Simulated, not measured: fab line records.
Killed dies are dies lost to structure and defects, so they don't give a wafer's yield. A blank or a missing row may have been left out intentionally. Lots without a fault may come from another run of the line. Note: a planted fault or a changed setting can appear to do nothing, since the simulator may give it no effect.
fab line records	flow sky130
record lots=6	wafers=17	last_day=50
route steps=708 shown LDD_N@252 LDD_P@255 LDD_HVN@267 LDD_HVP@278 LDD_LDN@289 PAD_OPEN@708
lots untouched by any fault: they come from a run of this same line in which no faults occurred
start_h: start of the lot's first displayed wafer, in hours after the record's first day	wait_h: hours since the lot's step before	" the same as in the row above	L1.1+2: a row that stands for several wafers	- no value present, or no start provided	* or withheld: withheld	< > ~ a bound
route shown NAME@n: a module of which the file shows steps, and the number in the route of the first	usual: average and standard deviation across the fault-free wafers	same: alike in all rows	chamber/n: place in a boat	sites: readings site by site	_std_site: how widely they spread, as a standard deviation	_edge_site: mean of outer sites minus mean of inner sites	radius_mm: for every site, how far away it sits from the centre of the wafer	mask NAME#n: copy n	behind: tool/chamber where the wafer was last shaped	hold: reason for holding the lot/hours on hold/outcome of the hold	device: the transistor (n, p or np) that didn't switch	end of line: tests run on the same wafers once the route is complete	where a step has no rows: the recipe by itself	killed: the dies lost at the first sort to structure and to defects; this is not the yield of the wafer	map: per-die view of a wafer (x killed, . not killed, _ where there is no die)
set.NAME: the setting that was run; set.NAME@STEP: the one run at that earlier step	model.NAME: the simulator's own value behind a step, which no gauge read
certain route steps with their lots: each step a table, each wafer a row
services: a tool's chamber out of use, with start hour (start_h, from the record's first day; less than 0 if before it), hours out, and reason
## steps
# step SKY_LDD_N_IMPLANT_15
# recipe species=BF2	energy_kev=50	dose_cm2=5e+12	tilt_deg=30	rotation_deg=270
# step SKY_LDD_N_STRIP_16
# recipe chemistry=O2/N2	power_w=1400	pressure_mtorr=1500	platen_temp_c=withheld	o2_flow_sccm=3000	n2_flow_sccm=300	overash_fraction=0.5
# usual chamber_pressure_mTorr=1499.9/1.3	drypump_motor_current_A=5.9/0.34	oes_product_au=0.407/0.0049	strip_time_to_endpoint_s=4.320/0.013
# same overash_fraction=0.5
lot.wafer	tool	chamber	start_h	wait_h	chamber_pressure_mTorr	drypump_motor_current_A	oes_product_au	rf_hours_counter_h	strip_time_to_endpoint_s
L738.1	plasma_asher-03	0	491.82	0.1	1498.3	6.0	0.406	85	4.337
L738.2	"	1	"	"	1501.0	5.3	0.403	85	4.313
L738.4	"	0	"	"	1501.5	6.1	0.419	-	4.307
L739.2	plasma_asher-03	0	504.54	0.1	1502.2	6.0	0.401	86	4.330
L739.5	"	1	"	"	1500.2	5.3	0.406	-	4.322
L745.2	plasma_asher-01	1	540.02	0.1	1500.0	6.2	0.413	11	4.309
L745.3	"	1	"	"	1500.4	6.2	0.399	-	4.297
L745.4	"	0	"	"	1500.9	5.9	0.409	-	4.315
L747.2	plasma_asher-04	1	562.17	0.1	1499.5	6.0	0.409	73	4.329
L747.3	"	0	"	"	1497.8	5.7	0.409	-	4.336
L747.4	"	1	"	"	1496.8	6.0	0.405	-	4.340
L748.1	plasma_asher-01	1	565.52	0.1	1498.2	6.2	0.410	14	4.323
L748.3	"	0	"	"	1502.9	5.9	0.412	-	4.308
L748.4	"	1	"	"	1500.2	6.2	0.407	-	4.332
L751.3	plasma_asher-01	0	596.26	0.1	1499.6	5.9	0.409	-	4.333
L751.5	"	0	"	"	1502.6	5.9	0.413	-	4.316
L751.6	"	1	"	"	1498.4	6.2	0.402	-	4.326
# step SKY_LDD_N_TW_MEAS_17
# usual LDD_N_TW=2575/15
lot.wafer	tool	chamber	start_h	wait_h	LDD_N_TW
L738.1	film_metro-02	-	491.92	0.1	2578
L738.2	"	-	"	"	2566
L738.4	"	-	"	"	2573
L739.2	film_metro-01	-	504.65	0.1	2582
L739.5	"	-	"	"	2588
L745.2	film_metro-01	-	540.13	0.1	2582
L745.3	"	-	"	"	2577
L745.4	"	-	"	"	2585
L747.2	film_metro-02	-	562.28	0.1	2560
L747.3	"	-	"	"	2560
L747.4	"	-	"	"	2558
L748.1	film_metro-02	-	565.62	0.1	2546
L748.3	"	-	"	"	2558
L748.4	"	-	"	"	2555
L751.3	film_metro-04	-	596.34	0.1	2565
L751.5	"	-	"	"	2565
L751.6	"	-	"	"	2565
# step SKY_LDD_P_DEHYDRATE_00
# recipe temp_c=200	time_s=60
# step SKY_LDD_P_HMDS_01
# recipe prime_time_s=60	prime_temp_c=120
# step SKY_LDD_P_COAT_02
# recipe resist=NOVOLAK	spin_rpm=3000	resist_thk_nm=1140
# step SKY_LDD_P_SOFTBAKE_03
# recipe temp_c=90	time_s=60	resist=NOVOLAK
# step SKY_LDD_P_EXPOSE_04
# recipe mask_id=PSDM	na=0.6	source_shape=conventional	sigma_outer=0.6	polarization=unpolarized	target_cd_nm=380	dose_mj=138
# step SKY_LDD_P_PEB_05
# recipe temp_c=withheld	time_s=*	resist=NOVOLAK
# step SKY_LDD_P_DEVELOP_06
# recipe resist=NOVOLAK	developer=TMAH	develop_time_s=60	dev_temp_c=23
# step SKY_LDD_P_CD_MEAS_07
# recipe target_cd_nm=380
# usual cd_nm=380.6/2.4
lot.wafer	tool	chamber	start_h	wait_h	cd_nm
L738.1	cd_sem-02	-	522.60	0.1	383.4
L738.2	"	-	"	"	384.0
L738.4	"	-	"	"	380.9
L739.2	cd_sem-01	-	534.41	0.1	376.4
L739.5	"	-	"	"	377.8
L745.2	cd_sem-01	-	570.21	0.1	379.7
L745.3	"	-	"	"	382.5
L745.4	"	-	"	"	379.8
L747.2	cd_sem-02	-	592.20	0.1	379.7
L747.3	"	-	"	"	381.3
L747.4	"	-	"	"	379.4
L748.1	cd_sem-01	-	595.10	0.1	378.7
L748.3	"	-	"	"	378.1
L748.4	"	-	"	"	378.9
L751.3	cd_sem-02	-	625.54	0.1	380.3
L751.5	"	-	"	"	384.3
L751.6	"	-	"	"	380.6
# step SKY_LDD_P_OVL_MEAS_08
# usual LDD_P_OVL=-0.2/1.4
lot.wafer	tool	chamber	start_h	wait_h	LDD_P_OVL[nm]
L738.1	overlay-01	-	522.72	0.1	-0.2
L738.2	"	-	"	"	-0.9
L738.4	"	-	"	"	1.1
L739.2	overlay-01	-	534.51	0.1	-1.2
L739.5	"	-	"	"	-1.0
L745.2	overlay-02	-	570.31	0.1	0.4
L745.3	"	-	"	"	-1.6
L745.4	"	-	"	"	-0.3
L747.2	overlay-02	-	592.31	0.1	-0.4
L747.3	"	-	"	"	4.0
L747.4	"	-	"	"	0.1
L748.1	overlay-01	-	595.22	0.1	-1.6
L748.3	"	-	"	"	-1.8
L748.4	"	-	"	"	-0.4
L751.3	overlay-01	-	625.63	0.1	0.4
L751.5	"	-	"	"	-0.1
L751.6	"	-	"	"	-1.3
# step SKY_LDD_P_IMPLANT_09
# recipe species=BF2	energy_kev=25	dose_cm2=1e+13	tilt_deg=withheld
# same implant_ion_amu=49
lot.wafer	tool	chamber	start_h	wait_h
L738.1+2+4	implanter-02	0	522.75	0.0
L739.2+5	implanter-02	0	534.57	0.0
L745.2+3+4	implanter-03	0	570.37	0.0
L747.2+3+4	implanter-03	0	592.36	0.0
L748.1+3+4	implanter-03	0	595.25	0.0
L751.3+5+6	implanter-02	0	625.70	0.1
# step SKY_LDD_P_STRIP_10
# recipe chemistry=O2/N2	power_w=1400	pressure_mtorr=1500	platen_temp_c=withheld	o2_flow_sccm=3000	n2_flow_sccm=300	overash_fraction=0.5
# usual chamber_pressure_mTorr=1499.9/1.5	drypump_motor_current_A=5.94/0.17	oes_product_au=0.716/0.0042	strip_time_to_endpoint_s=14.20/0.041
# same overash_fraction=0.5
lot.wafer	tool	chamber	start_h	wait_h	chamber_pressure_mTorr	drypump_motor_current_A	oes_product_au	rf_hours_counter_h	strip_time_to_endpoint_s
L738.1	plasma_asher-02	1	522.90	0.1	1501.1	5.72	0.714	38	14.21
L738.2	"	0	"	"	1500.8	5.83	0.713	38	14.17
L738.4	"	1	"	"	1499.9	5.72	0.719	-	14.21
L739.2	plasma_asher-02	1	534.69	0.1	1499.7	5.74	0.716	39	14.24
L739.5	"	0	"	"	1497.6	5.84	0.722	-	14.22
L745.2	plasma_asher-04	1	570.49	0.1	1496.6	6.03	0.718	74	14.25
L745.3	"	1	"	"	1500.1	6.02	0.715	-	14.24
L745.4	"	0	"	"	1502.1	5.74	0.717	-	14.18
L747.2	plasma_asher-01	1	592.49	0.1	1501.3	6.22	0.714	15	14.25
L747.3	"	0	"	"	1501.0	5.91	0.717	-	14.22
L747.4	"	1	"	"	1498.9	6.21	0.712	-	14.25
L748.1	plasma_asher-04	0	595.40	0.1	1499.3	5.76	0.710	76	14.15
L748.3	"	1	"	"	1495.4	6.09	0.717	-	14.19
L748.4	"	0	"	"	1501.5	5.75	0.718	-	14.23
L751.3	plasma_asher-01	0	625.84	0.1	1498.7	5.91	0.729	-	14.19
L751.5	"	1	"	"	1499.9	6.22	0.706	-	14.18
L751.6	"	0	"	"	1500.1	5.90	0.719	-	14.23
# step SKY_LDD_P_TW_MEAS_11
# usual LDD_P_TW=634/5.2
lot.wafer	tool	chamber	start_h	wait_h	LDD_P_TW
L738.1	film_metro-03	-	523.00	0.1	637
L738.2	"	-	"	"	641
L738.4	"	-	"	"	627
L739.2	film_metro-03	-	534.80	0.1	634
L739.5	"	-	"	"	622
L745.2	film_metro-03	-	570.60	0.1	641
L745.3	"	-	"	"	644
L745.4	"	-	"	"	639
L747.2	film_metro-02	-	592.60	0.1	627
L747.3	"	-	"	"	629
L747.4	"	-	"	"	630
L748.1	film_metro-03	-	595.50	0.1	646
L748.3	"	-	"	"	643
L748.4	"	-	"	"	647
L751.3	film_metro-02	-	625.92	0.1	630
L751.5	"	-	"	"	633
L751.6	"	-	"	"	631
# step SKY_LDD_HVN_DEHYDRATE_00
# recipe temp_c=200	time_s=60
# step SKY_LDD_HVN_HMDS_01
# recipe prime_time_s=60	prime_temp_c=120
# step SKY_LDD_HVN_COAT_02
# recipe resist=NOVOLAK	spin_rpm=3000	resist_thk_nm=300
# step SKY_LDD_HVN_SOFTBAKE_03
# recipe temp_c=90	time_s=60	resist=NOVOLAK
# step SKY_LDD_HVN_EXPOSE_04
# recipe mask_id=HVNTM	na=0.6	source_shape=conventional	sigma_outer=0.6	polarization=unpolarized	target_cd_nm=700	dose_mj=127
# step SKY_LDD_HVN_PEB_05
# recipe temp_c=withheld	time_s=*	resist=NOVOLAK
# step SKY_LDD_HVN_DEVELOP_06
# recipe resist=NOVOLAK	developer=TMAH	develop_time_s=60	dev_temp_c=23
# step SKY_LDD_HVN_OVL_MEAS_07
# usual LDD_HVN_OVL=0.6/1.5
lot.wafer	tool	chamber	start_h	wait_h	LDD_HVN_OVL[nm]
L738.1	overlay-01	-	553.30	0.1	-1.3
L738.2	"	-	"	"	0.0
L738.4	"	-	"	"	1.2
L739.2	overlay-02	-	563.95	0.1	1.6
L739.5	"	-	"	"	-2.9
L745.2	overlay-01	-	600.36	0.1	-0.2
L745.3	"	-	"	"	-2.0
L745.4	"	-	"	"	-1.1
L747.2	overlay-02	-	621.16	0.1	3.0
L747.3	"	-	"	"	1.5
L747.4	"	-	"	"	2.2
L748.1	overlay-02	-	624.25	0.1	3.5
L748.3	"	-	"	"	2.4
L748.4	"	-	"	"	1.6
L751.3	overlay-01	-	654.50	0.1	-0.9
L751.5	"	-	"	"	-0.2
L751.6	"	-	"	"	-1.8
# step SKY_LDD_HVN_IMPLANT_08
# recipe species=P	energy_kev=60	dose_cm2=3e+13	tilt_deg=40
# step SKY_LDD_HVN_STRIP_09
# recipe chemistry=O2/N2	power_w=1400	pressure_mtorr=1500	platen_temp_c=withheld	o2_flow_sccm=3000	n2_flow_sccm=300	overash_fraction=0.5
# usual chamber_pressure_mTorr=1500.0/1.5	drypump_motor_current_A=5.78/0.29	oes_product_au=0.409/0.0045	strip_time_to_endpoint_s=4.143/0.014
# same overash_fraction=0.5
lot.wafer	tool	chamber	start_h	wait_h	chamber_pressure_mTorr	drypump_motor_current_A	oes_product_au	rf_hours_counter_h	strip_time_to_endpoint_s
L738.1	plasma_asher-03	0	553.48	0.1	1500.1	6.08	0.410	91	4.120
L738.2	"	1	"	"	1498.9	5.29	0.407	91	4.140
L738.4	"	1	"	"	1501.3	5.31	0.409	-	4.140
L739.2	plasma_asher-04	0	564.13	0.1	1500.7	5.77	0.412	73	4.146
L739.5	"	0	"	"	1498.7	5.76	0.411	-	4.141
L745.2	plasma_asher-02	1	600.54	0.1	1500.6	5.72	0.408	46	4.154
L745.3	"	1	"	"	1498.2	5.73	0.410	-	4.133
L745.4	"	0	"	"	1500.2	5.83	0.413	-	4.136
L747.2	plasma_asher-03	0	621.34	0.1	1500.9	6.06	0.403	99	4.127
L747.3	"	0	"	"	1498.5	6.08	0.407	-	4.136
L747.4	"	1	"	"	1501.5	5.29	0.402	-	4.138
L748.1	plasma_asher-04	0	624.43	0.1	1500.7	5.76	0.409	79	4.147
L748.3	"	0	"	"	1502.0	5.75	0.415	-	4.126
L748.4	"	1	"	"	1500.9	6.09	0.401	-	4.146
L751.3	plasma_asher-02	0	654.70	0.1	1498.7	5.83	0.408	-	4.129
L751.5	"	0	"	"	1499.1	5.86	0.416	-	4.128
L751.6	"	1	"	"	1500.3	5.75	0.406	-	4.144
# step SKY_LDD_HVN_TW_MEAS_10
# usual LDD_HVN_TW=1444/7.2
lot.wafer	tool	chamber	start_h	wait_h	LDD_HVN_TW
L738.1	film_metro-03	-	553.58	0.1	1444
L738.2	"	-	"	"	1442
L738.4	"	-	"	"	1444
L739.2	film_metro-04	-	564.24	0.1	1438
L739.5	"	-	"	"	1445
L745.2	film_metro-03	-	600.65	0.1	1451
L745.3	"	-	"	"	1447
L745.4	"	-	"	"	1450
L747.2	film_metro-03	-	621.45	0.1	1450
L747.3	"	-	"	"	1443
L747.4	"	-	"	"	1450
L748.1	film_metro-01	-	624.53	0.1	1451
L748.3	"	-	"	"	1462
L748.4	"	-	"	"	1451
L751.3	film_metro-01	-	654.79	0.1	1447
L751.5	"	-	"	"	1442
L751.6	"	-	"	"	1442
# step SKY_LDD_HVP_DEHYDRATE_00
# recipe temp_c=200	time_s=60
# step SKY_LDD_HVP_HMDS_01
# recipe prime_time_s=60	prime_temp_c=120
# step SKY_LDD_HVP_COAT_02
# recipe resist=NOVOLAK	spin_rpm=3000	resist_thk_nm=300
# step SKY_LDD_HVP_SOFTBAKE_03
# recipe temp_c=90	time_s=60	resist=NOVOLAK
# step SKY_LDD_HVP_EXPOSE_04
# recipe mask_id=HVPTM	na=0.6	source_shape=conventional	sigma_outer=0.6	polarization=unpolarized	target_cd_nm=700	dose_mj=86
# step SKY_LDD_HVP_PEB_05
# recipe temp_c=withheld	time_s=*	resist=NOVOLAK
# step SKY_LDD_HVP_DEVELOP_06
# recipe resist=NOVOLAK	developer=TMAH	develop_time_s=60	dev_temp_c=23
# step SKY_LDD_HVP_OVL_MEAS_07
# usual LDD_HVP_OVL=0.9/1.4
lot.wafer	tool	chamber	start_h	wait_h	LDD_HVP_OVL[nm]
L738.1	overlay-02	-	583.21	0.1	4.3
L738.2	"	-	"	"	3.3
L738.4	"	-	"	"	1.4
L739.2	overlay-02	-	594.69	0.1	2.5
L739.5	"	-	"	"	2.2
L745.2	overlay-01	-	629.61	0.1	-0.6
L745.3	"	-	"	"	0.2
L745.4	"	-	"	"	-1.5
L747.2	overlay-02	-	650.56	0.1	1.5
L747.3	"	-	"	"	1.8
L747.4	"	-	"	"	-0.2
L748.1	overlay-01	-	653.64	0.1	0.9
L748.3	"	-	"	"	2.6
L748.4	"	-	"	"	1.5
L751.3	overlay-02	-	683.50	0.1	0.8
L751.5	"	-	"	"	0.0
L751.6	"	-	"	"	0.2
# step SKY_LDD_HVP_IMPLANT_08
# recipe species=B	energy_kev=20	dose_cm2=1.7e+13	tilt_deg=17.9
# step SKY_LDD_HVP_STRIP_09
# recipe chemistry=O2/N2	power_w=1400	pressure_mtorr=1500	platen_temp_c=withheld	o2_flow_sccm=3000	n2_flow_sccm=300	overash_fraction=0.5
# usual chamber_pressure_mTorr=1499.9/1.5	drypump_motor_current_A=5.85/0.25	oes_product_au=0.409/0.0046	strip_time_to_endpoint_s=4.138/0.015
# same overash_fraction=0.5
lot.wafer	tool	chamber	start_h	wait_h	chamber_pressure_mTorr	drypump_motor_current_A	oes_product_au	rf_hours_counter_h	strip_time_to_endpoint_s
L738.1	plasma_asher-02	1	583.39	0.1	1501.9	5.75	0.409	44	4.154
L738.2	"	0	"	"	1501.8	5.86	0.410	44	4.139
L738.4	"	0	"	"	1500.8	5.85	0.407	-	4.141
L739.2	plasma_asher-02	0	594.87	0.1	1500.7	5.84	0.407	45	4.158
L739.5	"	0	"	"	1500.6	5.85	0.406	-	4.140
L745.2	plasma_asher-03	0	629.79	0.1	1500.8	6.06	0.408	100	4.123
L745.3	"	1	"	"	1500.1	5.32	0.409	-	4.136
L745.4	"	0	"	"	1498.9	6.08	0.415	-	4.132
L747.2	plasma_asher-03	0	650.74	0.1	1499.4	6.07	0.417	102	4.150
L747.3	"	0	"	"	1498.8	6.07	0.417	-	4.154
L747.4	"	1	"	"	1499.7	5.32	0.416	-	4.133
L748.1	plasma_asher-02	1	653.82	0.1	1500.7	5.78	0.407	51	4.130
L748.3	"	1	"	"	1499.2	5.78	0.411	-	4.154
L748.4	"	0	"	"	1501.7	5.85	0.404	-	4.154
L751.3	plasma_asher-02	0	683.71	0.1	1499.2	5.87	0.404	-	4.127
L751.5	"	1	"	"	1501.2	5.75	0.415	-	4.121
L751.6	"	0	"	"	1499.4	5.84	0.416	-	4.127
# step SKY_LDD_HVP_TW_MEAS_10
# usual LDD_HVP_TW=455/3.5
lot.wafer	tool	chamber	start_h	wait_h	LDD_HVP_TW
L738.1	film_metro-01	-	583.49	0.1	456
L738.2	"	-	"	"	460
L738.4	"	-	"	"	458
L739.2	film_metro-03	-	594.98	0.1	465
L739.5	"	-	"	"	462
L745.2	film_metro-02	-	629.90	0.1	454
L745.3	"	-	"	"	451
L745.4	"	-	"	"	451
L747.2	film_metro-02	-	650.85	0.1	454
L747.3	"	-	"	"	451
L747.4	"	-	"	"	450
L748.1	film_metro-01	-	653.92	0.1	460
L748.3	"	-	"	"	455
L748.4	"	-	"	"	459
L751.3	film_metro-01	-	683.79	0.1	456
L751.5	"	-	"	"	458
L751.6	"	-	"	"	457
# step SKY_LDD_LDN_DEHYDRATE_00
# recipe temp_c=200	time_s=60
# step SKY_LDD_LDN_HMDS_01
# recipe prime_time_s=60	prime_temp_c=120
# step SKY_LDD_LDN_COAT_02
# recipe resist=NOVOLAK	spin_rpm=3000	resist_thk_nm=1140
# step SKY_LDD_LDN_SOFTBAKE_03
# recipe temp_c=90	time_s=60	resist=NOVOLAK
# step SKY_LDD_LDN_EXPOSE_04
# recipe mask_id=LDNTM	na=0.6	source_shape=conventional	sigma_outer=0.6	polarization=unpolarized	target_cd_nm=700	dose_mj=140
# step SKY_PAD_OPEN_PROBE_99
# usual killed_at_M0_to_M3=43/7.3	killed_at_M4_up=3.1/1.7	killed_at_contacts=25/5.3	killed_at_front_end=15/4.3	killed_at_other=0.2/0.54	killed_dies=87/10	killed_open=48/7.6	killed_short=38/6.1
# same gross_dies=492	killed_at_back_side=0
lot.wafer	tool	chamber	start_h	wait_h	killed_at_M0_to_M3	killed_at_M4_up	killed_at_contacts	killed_at_front_end	killed_at_other	killed_dies	killed_open	killed_short	model.etest.tip_p.rs_ohm_sq_range	model.etest.pfet_01v8.drive_ua_um_range	model.etest.pfet_01v8.vt_v_range
L738.1	prober-01	-	1135.55	0.1	36	2	32	15	0	85	40	45	133	5.881	0.01475
L738.2	prober-01	-	1135.60	0.1	51	3	25	15	0	94	57	37	282.2	5.675	0.01403
L738.4	prober-01	-	1135.70	0.2	44	2	29	14	0	89	45	43	3332	19.65	0.05586
L739.2	prober-01	-	1145.58	0.1	37	6	20	14	0	77	40	37	228.8	7.846	0.01617
L739.5	prober-01	-	1145.73	0.2	43	3	27	22	0	95	57	38	3356	14.31	0.04653
L745.2	prober-01	-	1169.36	0.1	42	2	19	16	0	79	45	34	145.3	8.44	0.01328
L745.3	prober-01	-	1169.41	0.2	45	3	27	13	1	89	52	37	264.7	8.53	0.0101
L745.4	prober-01	-	1169.46	0.2	44	0	20	13	0	77	47	30	129.7	7.859	0.01396
L747.2	prober-02	-	1177.68	0.1	45	5	28	10	1	89	45	44	126.5	4.53	0.01671
L747.3	prober-02	-	1177.73	0.2	45	3	24	20	1	93	50	43	162.1	9.462	0.01212
L747.4	prober-02	-	1177.78	0.2	41	4	27	14	1	87	47	40	120.4	8.752	0.01094
L748.1	prober-01	-	1182.99	0.1	59	2	15	10	0	86	48	38	145.7	6.644	0.01067
L748.3	prober-01	-	1183.09	0.2	50	1	20	11	0	82	45	36	163.4	5.971	0.01106
L748.4	prober-01	-	1183.14	0.2	38	5	23	14	0	80	47	33	194.6	3.62	0.01329
L751.3	prober-01	-	1196.38	0.2	42	1	35	20	0	98	57	41	98.36	3.106	0.008244
L751.5	prober-01	-	1196.48	0.2	38	7	25	21	1	92	45	47	134.1	8.686	0.01114
L751.6	prober-01	-	1196.53	0.2	62	2	23	19	0	106	54	52	124	5.741	0.01619
# killed by level:class
L738.1 VIA1:geometric_particle:open=12 CONTACT:geometric_particle:short=8 CONTACT:geometric_particle:open=8 METAL2:geometric_particle:short=7 LOCAL_INTERCONNECT:geometric_particle:short=6 LI_CONTACT:geometric_particle:short=5 LI_CONTACT:geometric_particle:open=5 FIELD_ISO:geometric_particle:open=4
L738.2 VIA3:geometric_particle:open=13 VIA1:geometric_particle:open=10 CONTACT:geometric_particle:open=7 METAL2:geometric_particle:short=7 VIA2:geometric_particle:open=7 POLY_GATE:geometric_particle:open=5 LI_CONTACT:geometric_particle:open=5 VIA1:geometric_particle:short=5
L738.4 VIA1:geometric_particle:open=15 LI_CONTACT:geometric_particle:open=12 CONTACT:geometric_particle:short=6 METAL2:geometric_particle:short=5 CONTACT:geometric_particle:open=5 METAL3:geometric_particle:short=5 LOCAL_INTERCONNECT:geometric_particle:short=4 VIA1:geometric_particle:short=4
L739.2 VIA1:geometric_particle:short=9 VIA1:geometric_particle:open=8 CONTACT:geometric_particle:open=7 FIELD_ISO:geometric_particle:short=5 METAL1:geometric_particle:short=5 LI_CONTACT:geometric_particle:open=5 VIA3:geometric_particle:open=5 METAL4:geometric_particle:short=4
L739.5 CONTACT:geometric_particle:open=14 VIA1:geometric_particle:open=10 VIA3:geometric_particle:open=10 VIA2:geometric_particle:open=6 FIELD_ISO:geometric_particle:open=5 POLY_GATE:geometric_particle:short=5 FIELD_ISO:geometric_particle:short=4 LOCAL_INTERCONNECT:geometric_particle:short=4
L745.2 VIA1:geometric_particle:open=11 VIA3:geometric_particle:open=7 CONTACT:geometric_particle:short=6 METAL2:geometric_particle:short=6 POLY_GATE:geometric_particle:open=5 CONTACT:geometric_particle:open=5 LI_CONTACT:geometric_particle:open=4 VIA2:geometric_particle:short=4
L745.3 VIA1:geometric_particle:open=12 LI_CONTACT:geometric_particle:open=11 VIA3:geometric_particle:open=11 METAL2:geometric_particle:short=5 FIELD_ISO:geometric_particle:open=4 LOCAL_INTERCONNECT:geometric_particle:short=4 CONTACT:geometric_particle:short=4 CONTACT:geometric_particle:open=4
L745.4 CONTACT:geometric_particle:open=11 METAL2:geometric_particle:short=10 VIA1:geometric_particle:open=9 VIA2:geometric_particle:open=7 VIA3:geometric_particle:open=6 LI_CONTACT:geometric_particle:open=4 VIA1:geometric_particle:short=3 FIELD_ISO:geometric_particle:open=3
L747.2 VIA1:geometric_particle:open=10 CONTACT:geometric_particle:open=9 LI_CONTACT:geometric_particle:open=8 VIA1:geometric_particle:short=8 VIA2:geometric_particle:open=6 METAL4:geometric_particle:short=5 METAL2:geometric_particle:short=5 VIA3:geometric_particle:open=5
L747.3 VIA2:geometric_particle:open=9 VIA1:geometric_particle:open=7 CONTACT:geometric_particle:open=7 FIELD_ISO:geometric_particle:short=6 FIELD_ISO:geometric_particle:open=5 VIA3:geometric_particle:open=5 CONTACT:geometric_particle:short=5 METAL2:geometric_particle:open=5
L747.4 VIA1:geometric_particle:open=11 LI_CONTACT:geometric_particle:open=9 LOCAL_INTERCONNECT:geometric_particle:short=6 CONTACT:geometric_particle:open=6 VIA1:geometric_particle:short=6 VIA3:geometric_particle:open=6 FIELD_ISO:geometric_particle:short=4 POLY_GATE:geometric_particle:open=4
L748.1 VIA1:geometric_particle:open=16 METAL1:geometric_particle:short=8 VIA2:geometric_particle:open=6 CONTACT:geometric_particle:open=5 VIA1:geometric_particle:short=5 METAL2:geometric_particle:open=5 VIA3:geometric_particle:open=5 SPACER:geometric_particle:short=4
L748.3 VIA1:geometric_particle:open=13 METAL2:geometric_particle:short=9 VIA2:geometric_particle:open=7 LI_CONTACT:geometric_particle:open=6 CONTACT:geometric_particle:open=5 METAL1:geometric_particle:short=5 VIA1:geometric_particle:short=4 POLY_GATE:geometric_particle:open=3
L748.4 CONTACT:geometric_particle:open=11 VIA1:geometric_particle:open=9 VIA3:geometric_particle:open=8 LI_CONTACT:geometric_particle:open=6 FIELD_ISO:geometric_particle:open=5 METAL1:geometric_particle:short=5 METAL4:geometric_particle:short=5 VIA2:geometric_particle:open=4
L751.3 LI_CONTACT:geometric_particle:open=14 CONTACT:geometric_particle:open=9 VIA1:geometric_particle:open=8 METAL2:geometric_particle:short=8 VIA3:geometric_particle:open=6 FIELD_ISO:geometric_particle:open=5 POLY_GATE:geometric_particle:short=5 VIA2:geometric_particle:open=5
L751.5 CONTACT:geometric_particle:short=9 LI_CONTACT:geometric_particle:open=8 VIA1:geometric_particle:open=8 METAL2:geometric_particle:short=7 POLY_GATE:geometric_particle:open=5 POLY_GATE:geometric_particle:short=4 CONTACT:geometric_particle:open=4 METAL4:geometric_particle:short=4
L751.6 VIA1:geometric_particle:open=13 CONTACT:geometric_particle:open=11 VIA3:geometric_particle:open=8 METAL1:geometric_particle:short=7 METAL2:geometric_particle:short=7 CONTACT:geometric_particle:short=6 VIA1:geometric_particle:short=6 METAL3:geometric_particle:short=5
## services
tool	chamber	start_h	hours	kind
implanter-03	-	468.41	25.0	pm
implanter-02	-	473.71	5.4	pm
plasma_asher-01	-	518.98	3.6	repair
plasma_asher-02	-	527.09	2.8	pm
plasma_asher-04	-	573.28	4.3	repair
plasma_asher-01	-	575.69	16.5	repair
plasma_asher-02	-	626.66	1.4	repair
plasma_asher-02	-	634.29	2.0	repair
implanter-02	-	647.72	2.7	repair
implanter-02	-	652.86	1.5	repair
plasma_asher-01	-	655.47	0.5	repair
plasma_asher-01	-	665.10	2.8	pm
implanter-02	-	665.82	3.8	repair
## key
first_sign none at tools or gauges
model_effect step=SKY_PAD_OPEN_PROBE_99	value=etest.tip_p.rs_ohm_sq_range	without=174.3	struck=3344
met_at SKY_LDD_P_IMPLANT_09
struck_wafers L738.4,L739.5
tester_left_out L738,L739
fault kind=process_parameter_drift	tool=implanter-02	chamber=-	onset_h=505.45	steps=SKY_LDD_P_IMPLANT_09	channel=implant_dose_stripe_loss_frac	offset=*	shape=step	end_h=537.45	scope=struck_wafers_only
# tester_left_out: of these lots the tester's yield and bins aren't shown, on N5 and GAA mostly nor the transistor test; their killed dies are dies lost to structure and defects alone, not to doping, threshold or leakage, so they don't give the yield
